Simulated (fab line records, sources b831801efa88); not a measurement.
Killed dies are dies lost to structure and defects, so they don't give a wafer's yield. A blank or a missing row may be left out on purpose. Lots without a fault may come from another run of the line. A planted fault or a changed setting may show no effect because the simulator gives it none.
Chamber matching | flow sky130 | SKY_CAPM_CVD_00 on pecvd-03: 3 sister chambers
The step deposits SiO2, target thk 15.5 nm. 30 wafers are shown with their chamber, then 12 later ones without.

WAFERS WITH THEIR CHAMBER
wafer  | chamber | heater_power_w (W)
L074.1 | 1       | 928
L074.4 | 2       | 535
L074.6 | 0       | 743
L076.1 | 1       | 777
L076.2 | 2       | 640
L076.4 | 1       | 772
L078.1 | 1       | 926
L078.2 | 2       | 613
L078.6 | 2       | 618
L080.1 | 0       | 775
L080.5 | 1       | 827
L080.6 | 2       | 564
L081.1 | 1       | 831
L081.3 | 0       | 694
L081.5 | 2       | 660
L082.1 | 2       | 643
L082.4 | 1       | 879
L082.5 | 2       | 645
L085.1 | 0       | 682
L085.2 | 2       | 660
L085.4 | 0       | 685
L086.1 | 1       | 822
L086.2 | 2       | 571
L086.3 | 0       | 783
L086.4 | 0       | 765
L086.5 | 1       | 815
L086.6 | 2       | 577
L088.1 | 1       | 825
L088.3 | 2       | 662
L088.4 | 2       | 635

SIGNATURES (means of the wafers above)
reading        | chamber 0 | chamber 1 | chamber 2 | scatter within a chamber
heater_power_w | 732.43    | 840.20    | 617.15    | 47.1
Rule: a wafer's distance from a chamber is the root of the sum, over the readings, of the square of ((its reading less the chamber's mean) divided by the reading's scatter). The wafer belongs to the nearest chamber; if the next one is less than 2 further off, it can't be placed. The scatter: the root of (the sum of the squares of (reading less its chamber's mean) over the shown wafers, divided by (wafers less chambers)).

WAFERS WITHOUT THEIR CHAMBER
wafer  | heater_power_w (W)
L090.1 | 658
L090.2 | 790
L090.3 | 745
L090.4 | 768
L090.5 | 797
L090.6 | 686
L095.1 | 926
L095.2 | 550
L095.3 | 712
L095.4 | 543
L095.5 | 697
L095.6 | 933

WHICH CHAMBER EACH WENT THROUGH
wafer  | from the rows above     | in truth
L090.1 | can't be placed: 2 or 0 | 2
L090.2 | can't be placed: 1 or 0 | 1
L090.3 | can't be placed: 0 or 1 | 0
L090.4 | can't be placed: 0 or 1 | 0
L090.5 | can't be placed: 1 or 0 | 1
L090.6 | can't be placed: 0 or 2 | 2
L095.1 | 1                       | 1
L095.2 | 2                       | 2
L095.3 | can't be placed: 0 or 2 | 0
L095.4 | 2                       | 2
L095.5 | can't be placed: 0 or 2 | 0
L095.6 | 1                       | 1
Placed correctly: 4 of 12. Can't be placed from these rows: 8 (the true chamber is among the candidates in 8). Placed wrongly: 0.
